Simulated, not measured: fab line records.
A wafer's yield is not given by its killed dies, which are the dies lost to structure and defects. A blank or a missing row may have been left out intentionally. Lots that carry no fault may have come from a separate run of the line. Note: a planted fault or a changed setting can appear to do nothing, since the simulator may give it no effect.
Which tool did it? / flow sky130 / 12 lots, 36 wafers sampled, at 1 step of a route of 708

== WHAT EACH GAUGE READ, for each wafer ==
SKY_VIA2_THK_MEAS_01.
lot=L075; measured=day 36 17:32; on=filmMetro-03; VIA2_HDPCVD_THK (nm)=1172 1171 1189
lot=L077; measured=day 37 15:52; on=filmMetro-04; VIA2_HDPCVD_THK (nm)=1203 1200 1211
lot=L079; measured=day 37 22:34; on=filmMetro-04; VIA2_HDPCVD_THK (nm)=1188 1196 1184
lot=L081; measured=day 38 23:14; on=filmMetro-03; VIA2_HDPCVD_THK (nm)=1196 1203 1179
lot=L083; measured=day 39 03:23; on=filmMetro-02; VIA2_HDPCVD_THK (nm)=1186 1207 1201
lot=L085; measured=day 40 01:42; on=filmMetro-03; VIA2_HDPCVD_THK (nm)=1208 1191 1190
lot=L087; measured=day 40 10:35; on=filmMetro-03; VIA2_HDPCVD_THK (nm)=1210 1196 1197
lot=L089; measured=day 41 01:01; on=filmMetro-02; VIA2_HDPCVD_THK (nm)=1199 1208 1200
lot=L091; measured=day 41 11:34; on=filmMetro-04; VIA2_HDPCVD_THK (nm)=1185 1197 1169
lot=L093; measured=day 42 02:31; on=filmMetro-03; VIA2_HDPCVD_THK (nm)=1183 1165 1174
lot=L095; measured=day 42 17:47; on=filmMetro-04; VIA2_HDPCVD_THK (nm)=1182 1194 1192
lot=L097; measured=day 43 05:07; on=filmMetro-04; VIA2_HDPCVD_THK (nm)=1150 1154 1156

== WHICH TOOL RAN EACH LOT (tool, then ch and the chambers of the sampled wafers, then the start) ==
The record shows no process step preceding these readings.

== THE ANSWER, worked out from the rows above alone ==
Rule: usual is defined by the lots themselves. The widest of any qualifying gaps counts: lots, ordered by their means at a reading, are off when they make up no more than a third of the lots, leave a main group of 4 or more, and stand apart from it by 3 or more times the standard deviation of that group's means. A main group whose means are all the same, to the digits that the tables above print for the reading, isn't used. Also off: a lot with no number at a reading for which 4 or more lots have one. All remaining lots with rows at the step are treated as sound.
No lot is off at any reading shown: from this, nothing can be told.

== WHAT THE SIMULATOR HAD INSERTED ==
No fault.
